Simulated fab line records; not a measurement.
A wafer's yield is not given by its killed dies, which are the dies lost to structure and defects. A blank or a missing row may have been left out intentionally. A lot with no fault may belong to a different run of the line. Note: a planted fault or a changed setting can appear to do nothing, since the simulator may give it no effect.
A struck lot beside a sound one || flow sky130 || 16 steps out of a route of 708
Sound: the wafers L105.2, L105.3, L105.6. The struck wafers were L109.1, L109.5, L109.6. The cause is given at the end.
At each step with rows: each side's tool, then ch and its chambers, then its first start. Under that, the readings that differ: sound wafers || struck wafers || difference of the means || sigmas: that difference in standard deviations of wafers without a fault.
alike: readings with means less than 2 such deviations apart, plus words and numbers identical on both sides. not compared: withheld readings, readings lacking a value on some wafer, bounds such as >300 that could conceal the same value, and numbers that have no deviation in the record and whose values overlap.
Wherever a step has rows on one side only, a row that says differs or no value, or a row with sigmas, the two part there. When numbers do not overlap yet have no deviation, they are printed without sigmas and do not part them. A reading that every wafer of one side lacks parts them only if that side has two wafers or more.

first, 5 steps without rows for these wafers: SKY_POLY_GATE_COAT_08 (resist thk 450 nm); SKY_POLY_GATE_SOFTBAKE_09 (time 90 s); SKY_POLY_GATE_EXPOSE_10 (exposes mask P1M, target cd 150 nm); SKY_POLY_GATE_PEB_11; SKY_POLY_GATE_DEVELOP_12 (develop time 60 s).
SKY_POLY_GATE_CD_MEAS_13 targets a cd of 150 nm.
  sound: cd-sem-02 at day 18 07:26; struck: cd-sem-02 at day 22 02:39
  alike: cd-nm
SKY_POLY_GATE_OVL_MEAS_14:
  sound: overlay-02 at day 18 07:32; struck: overlay-02 at day 22 02:46
  alike: POLY_GATE_OVL
SKY_POLY_GATE_ETCH_15: etches BARC in N2/H2, stops on SiO2, time 118.5 s, target depth 110 nm.
  sound on rie-diel-01 ch 2,3, day 18 07:34; struck on rie-diel-04 ch 0,1,2, day 22 02:49
  alike: bias-w, chamber-pressure-mTorr, drypump-motor-current-A, n2-flow-sccm, oes-product-au, rf-fwd-power-W, throttle-valve-pct
  not compared: rf-hours-counter-h
SKY_POLY_GATE_ETCH_16: etches Si3N4 in CH3F/O2, stops on poly-Si, time 147.5 s, target depth 75 nm.
  sound on rie-diel-01 ch 2,3, day 18 07:39; struck on rie-diel-04 ch 0,1,2, day 22 02:53
  alike: bias-w, chamber-pressure-mTorr, drypump-motor-current-A, oes-product-au, rf-fwd-power-W, throttle-valve-pct
  not compared: rf-hours-counter-h
SKY_POLY_GATE_ETCH_17: etches poly-Si in HBr/Cl2, stops on SiO2, target depth 180 nm, time 70.5 s.
  sound on rie-si-01 ch 0,2, day 18 07:45; struck on rie-si-01 ch 0,1,2, day 22 02:59
{"reading": "bias-w (W)", "sound": "99.4 100.1 99.3", "struck": "100.1 100.4 100.8", "difference": "+0.8", "sigmas": "+3"}
  alike: chamber-pressure-mTorr, drypump-motor-current-A, oes-product-au, rf-fwd-power-W, throttle-valve-pct
  not compared: rf-hours-counter-h
SKY_POLY_GATE_STRIP_18: strips in O2/N2.
  sound on plasma-asher-04 ch 0,1, day 18 07:48; struck on plasma-asher-04 ch 0,1, day 22 03:03
  alike: chamber-pressure-mTorr, drypump-motor-current-A, n2-flow-sccm, oes-product-au, strip-time-to-endpoint-s
  not compared: rf-hours-counter-h
then, 1 step without rows for these wafers: SKY_POLY_GATE_CLEAN_19 (cleans in SC1/SC2, time 150 s).
SKY_POLY_GATE_OXIDATION_20: stabilise 600 s, purge 300 s, target thk 4 nm.
  sound on furnace-01 ch 0, day 18 08:38; struck on furnace-01 ch 0, day 22 05:47
SKY_POLY_GATE_THK_MEAS_21:
  sound: film-metro-02 at day 18 09:53; struck: film-metro-04 at day 22 07:17
{"reading": "POLY_GATE_OXIDATION_THK (nm)", "sound": "4.16 4.23 4.12", "struck": "6.54 6.76 6.68", "difference": "+2.49", "sigmas": "+25"}
SKY_POLY_GATE_CD_MEAS_22:
  sound: cd-sem-02 at day 18 09:58; struck: cd-sem-01 at day 22 20:39
  alike: cd-nm
-- the record jumps here: 27 days lie between the struck wafers' starts before and after (it left off in module POLY_GATE and takes up again in module PAD_OPEN, whose first step shown is number 708 of the route) --
SKY_PAD_OPEN_PROBE_99:
  sound: prober-02 at day 46 18:58; struck: prober-01 at day 49 13:52
{"reading": "model.etest.tip-sonos.rs-ohm-sq", "sound": "2670 2674 2676", "struck": "3095 3130 3190", "difference": "+465", "sigmas": ""}
{"reading": "model.etest.tip-p.rs-ohm-sq", "sound": "6851 6838 6846", "struck": "7178 7166 7147", "difference": "+319", "sigmas": ""}
{"reading": "model.etest.pfet_01v8.r-on-ohm-um", "sound": "2927 2786 2892", "struck": "3073 3090 2977", "difference": "+178", "sigmas": ""}
{"reading": "model.etest.res-pdiff.line-ohm-um", "sound": "1322 1341 1342", "struck": "1454 1461 1476", "difference": "+129", "sigmas": ""}
{"reading": "model.etest.tip-n.rs-ohm-sq", "sound": "449.8 451.1 446.6", "struck": "478.1 482.6 479.7", "difference": "+31.0", "sigmas": ""}
{"reading": "model.etest.nfet_01v8.r-on-ohm-um", "sound": "844.3 828.7 846.2", "struck": "883.6 899.3 877.9", "difference": "+47.2", "sigmas": ""}
{"reading": "model.etest.res-ndiff.line-ohm-um", "sound": "751.4 773.5 764.2", "struck": "788.9 788.8 803.5", "difference": "+30.7", "sigmas": ""}
{"reading": "model.etest.sonos-uncharged.r-on-ohm-um", "sound": "795.3 791.4 811.8", "struck": "828.1 844 825.7", "difference": "+33.1", "sigmas": ""}
  alike: killed_at_M0_to_M3, killed_at_M4_up, killed-at-contacts, killed-at-front-end, killed-at-other, killed-dies, killed-open, killed-short

## WHERE THEY PART
First at SKY_POLY_GATE_ETCH_17; last, within this record, at SKY_POLY_GATE_THK_MEAS_21. Later steps at which nothing parts them and some readings are alike: SKY_POLY_GATE_CD_MEAS_22, SKY_PAD_OPEN_PROBE_99.

WHY: what the simulator had put in
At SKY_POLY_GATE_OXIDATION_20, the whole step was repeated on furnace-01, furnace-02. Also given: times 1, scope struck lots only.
